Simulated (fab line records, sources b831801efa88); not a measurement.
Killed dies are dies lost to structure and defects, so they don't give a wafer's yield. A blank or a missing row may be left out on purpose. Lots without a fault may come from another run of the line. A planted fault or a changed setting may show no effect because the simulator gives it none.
fab line records | flow gf180mcu
record lots=7 wafers=21 last_day=34
route steps=602 shown MVPSD@84 VT_IMPLANT@90
lots that met no fault: from a run of the same line without faults
start_h: hours from the record's first day to the start of the lot's first wafer shown | wait_h: hours since the lot's step before | " the same as in the row above | L1.1+2: a row that stands for several wafers | - no value, or no start given | * or withheld: withheld | < > ~ a bound
route shown NAME@n: a module of which the file shows steps, and the number in the route of the first | usual: mean/standard deviation of fault-free wafers | same: alike in all rows | chamber/n: place in a boat | sites: the reading at each site | _std_site: their standard deviation | _edge_site: outer sites' mean less inner sites' | radius_mm: how far each site lies from the wafer's centre | mask NAME#n: copy n | behind: the tool/chamber that last shaped the wafer | hold: why the lot was held/for how many hours/how that ended | device: the transistor (n, p or np) that didn't switch | end of line: the same wafers' tests at the end of the route | a step without rows: its recipe alone | killed: dies lost to structure and defects at the first sort, not the wafer's yield | map: a wafer's dies, x killed, . not, _ none there
set.NAME: the setting as run; set.NAME@STEP: as run at that earlier step | model.NAME: the simulator's own value behind a step, which no gauge read
lots at some steps of the route; a table a step, a row a wafer
services: from which hour (start_h, from the record's first day; less than 0 if before it) a tool's chamber was out of use, for how many hours, and why
## steps
# step GF_MVPSD_DEVELOP_06
# recipe wall_angle_deg=90 develop_time_s=60 dev_temp_c=23
# step GF_MVPSD_OVL_MEAS_07
# usual MVPSD_OVL=-1.1/1.4
# columns lot.wafer tool chamber start_h wait_h MVPSD_OVL[nm]
L722.2 overlay-02 - 114.42 - -1.7
L722.4 " - " " 0.7
L722.5 " - " " -1.2
L724.1 overlay-01 - 131.46 - -2.0
L724.4 " - " " -0.7
L724.5 " - " " -1.9
L731.1 overlay-02 - 167.60 - 1.3
L731.2 " - " " 3.5
L731.4 " - " " 2.4
L732.1 overlay-01 - 173.65 - -1.6
L732.5 " - " " -1.9
L732.6 " - " " -2.4
L733.3 overlay-02 - 181.52 - -3.0
L733.4 " - " " -3.4
L733.6 " - " " -4.4
L741.1 overlay-01 - 228.90 - -1.0
L741.3 " - " " -1.7
L741.5 " - " " -1.6
L742.1 overlay-01 - 236.77 - -3.6
L742.2 " - " " -3.4
L742.4 " - " " -3.3
# step GF_MVPSD_IMPLANT_08
# recipe species=B energy_kev=170 dose_cm2=1.5e+13 tilt_deg=0
# step GF_MVPSD_IMPLANT_09
# recipe species=B energy_kev=40 dose_cm2=5e+12 tilt_deg=0
# step GF_MVPSD_STRIP_10
# recipe chemistry=O2/N2 power_w=1400 pressure_mtorr=1500 platen_temp_c=250 o2_flow_sccm=3000 n2_flow_sccm=300 overash_fraction=0.5
# usual drypump_motor_current_A=5.8/0.44 heater_power_w=324/32 oes_product_au=0.722/0.0049 strip_time_to_endpoint_s=36.99/0.09
# columns lot.wafer tool chamber start_h wait_h drypump_motor_current_A heater_power_w oes_product_au rf_hours_counter_h strip_time_to_endpoint_s
L722.2 plasma_asher-03 1 114.75 0.1 5.9 313 0.717 45 36.96
L722.4 " 1 " " 5.9 313 0.720 - 36.89
L722.5 " 0 " " 6.1 358 0.732 - 36.96
L724.1 plasma_asher-03 0 131.80 0.1 6.1 363 0.715 46 37.09
L724.4 " 1 " " 5.9 318 0.729 - 36.96
L724.5 " 0 " " 6.1 357 0.728 - 37.09
L731.1 plasma_asher-04 1 167.94 0.1 6.4 290 0.723 5 37.00
L731.2 " 0 " " 5.3 310 0.723 5 36.95
L731.4 " 0 " " 5.3 318 0.726 - 36.96
L732.1 plasma_asher-04 0 173.99 0.1 5.3 316 0.719 6 36.84
L732.5 " 0 " " 5.3 313 0.720 - 36.88
L732.6 " 1 " " 6.4 298 0.730 - 36.93
L733.3 plasma_asher-04 0 181.88 0.1 5.3 319 0.725 - 37.11
L733.4 " 1 " " 6.4 291 0.721 - 37.02
L733.6 " 1 " " 6.4 287 0.719 - 37.08
L741.1 plasma_asher-04 0 229.24 0.1 5.4 316 0.721 12 37.03
L741.3 " 0 " " 5.3 316 0.732 - 37.17
L741.5 " 0 " " 5.3 316 0.724 - 37.13
L742.1 plasma_asher-03 1 237.11 0.1 5.9 314 0.717 57 36.96
L742.2 " 0 " " 6.1 364 0.724 57 37.03
L742.4 " 0 " " 6.1 357 0.722 - 36.92
# step GF_MVPSD_TW_MEAS_11
# usual MVPSD_TW=551/11
# columns lot.wafer tool chamber start_h wait_h MVPSD_TW
L722.2 film_metro-02 - 114.86 0.1 563
L722.4 " - " " 563
L722.5 " - " " 563
L724.1 film_metro-02 - 131.90 0.1 560
L724.4 " - " " 564
L724.5 " - " " 567
L731.1 film_metro-03 - 168.04 0.1 540
L731.2 " - " " 537
L731.4 " - " " 540
L732.1 film_metro-03 - 174.09 0.1 538
L732.5 " - " " 539
L732.6 " - " " 539
L733.3 film_metro-02 - 181.96 0.1 560
L733.4 " - " " 561
L733.6 " - " " 565
L741.1 film_metro-01 - 229.34 0.1 543
L741.3 " - " " 542
L741.5 " - " " 541
L742.1 film_metro-01 - 237.21 0.1 542
L742.2 " - " " 542
L742.4 " - " " 544
# step GF_VT_IMPLANT_DEHYDRATE_00
# recipe temp_c=200 time_s=60
# step GF_VT_IMPLANT_HMDS_01
# recipe prime_time_s=60 prime_temp_c=120
# step GF_VT_IMPLANT_COAT_02
# recipe resist=NOVOLAK spin_rpm=3000 resist_thk_nm=1000
# step GF_VT_IMPLANT_SOFTBAKE_03
# recipe temp_c=90 time_s=60 resist=NOVOLAK
# step GF_VT_IMPLANT_EXPOSE_04
# recipe mask_id=LVPWELL_LV_AREA target_cd_nm=600 na=0.6 source_shape=conventional sigma_outer=0.6 dose_mj=140
# step GF_VT_IMPLANT_PEB_05
# recipe temp_c=withheld time_s=* resist=NOVOLAK
# step GF_VT_IMPLANT_DEVELOP_06
# recipe develop_time_s=60 dev_temp_c=23
# usual chill_plate_temp_C=22.99/0.1 develop_time_s=60/0
# columns lot.wafer tool chamber start_h wait_h chill_plate_temp_C develop_time_s
L722.2 litho_track-03 0 129.30 0.1 22.95 60
L722.4 " 0 " " 22.90 60
L722.5 " 0 " " 22.86 60
L724.1 litho_track-03 0 146.02 0.1 22.84 60
L724.4 " 0 " " 22.74 60
L724.5 " 0 " " 22.93 60
L731.1 litho_track-04 - 184.30 0.1 - -
L731.2 " - " " - -
L731.4 " - " " - -
L732.1 litho_track-03 - 190.92 0.1 - -
L732.5 " - " " - -
L732.6 " - " " - -
L733.3 litho_track-03 - 198.52 0.1 - -
L733.4 " - " " - -
L733.6 " - " " - -
L741.1 litho_track-01 0 246.61 0.1 23.15 60
L741.3 " 0 " " 23.04 60
L741.5 " 0 " " 23.13 60
L742.1 litho_track-01 0 255.01 0.1 22.79 60
L742.2 " 0 " " 22.92 60
L742.4 " 0 " " 22.91 60
# step GF_VT_IMPLANT_OVL_MEAS_07
# usual VT_IMPLANT_OVL=-1.3/1.4
# columns lot.wafer tool chamber start_h wait_h VT_IMPLANT_OVL[nm]
L722.2 overlay-02 - 129.43 0.1 -1.6
L722.4 " - " " -2.4
L722.5 " - " " -2.7
L724.1 overlay-02 - 146.17 0.1 -0.3
L724.4 " - " " -0.6
L724.5 " - " " -2.1
L731.1 overlay-02 - 184.45 0.1 -
L731.2 " - " " -
L731.4 " - " " -
L732.1 overlay-01 - 191.07 0.1 -
L732.5 " - " " -
L732.6 " - " " -
L733.3 overlay-02 - 198.63 0.1 -
L733.4 " - " " -
L733.6 " - " " -
L741.1 overlay-02 - 246.76 0.1 0.6
L741.3 " - " " 0.4
L741.5 " - " " 1.4
L742.1 overlay-01 - 255.16 0.1 -2.5
L742.2 " - " " -1.7
L742.4 " - " " -1.0
## services
# columns tool chamber start_h hours kind
plasma_asher-04 - 108.75 9.0 pm
plasma_asher-04 0 108.75 9.0 vent_cycle
plasma_asher-04 1 108.75 9.0 vent_cycle
plasma_asher-04 0 117.75 - clean
plasma_asher-04 1 117.75 - clean
plasma_asher-04 - 125.84 0.5 repair
plasma_asher-03 - 142.48 1.2 repair
plasma_asher-03 - 252.26 2.8 pm
## key
first_sign step=GF_VT_IMPLANT_DEVELOP_06 reading=tool_record direction=missing
effect none on later readings
met_at GF_VT_IMPLANT_DEVELOP_06
struck_wafers L731.1,L731.2,L731.4,L732.1,L732.5,L732.6,L733.3,L733.4,L733.6
later_rows_left_out L731.1,L731.2,L731.4,L732.1,L732.5,L732.6,L733.3,L733.4,L733.6
sort_left_out L731.1,L731.2,L731.4,L732.1,L732.5,L732.6,L733.3,L733.4,L733.6
tester_left_out L731,L732,L733
onset_between 146.02 184.30
fault kind=skipped_step_whole tool=litho_track-03,litho_track-04 chamber=- onset_h=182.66 steps=GF_VT_IMPLANT_DEVELOP_06 scope=struck_lots_only
# tester_left_out: of these lots the tester's yield and bins aren't shown, on N5 and GAA mostly nor the transistor test; their killed dies are dies lost to structure and defects alone, not to doping, threshold or leakage, so they don't give the yield
# sort_left_out: the simulated sort isn't trusted on such a fault, so these wafers' sort isn't shown, and their yield isn't known
# later_rows_left_out: the simulator's readings of these wafers behind a module that went badly wrong aren't trusted and aren't shown, but for the sort
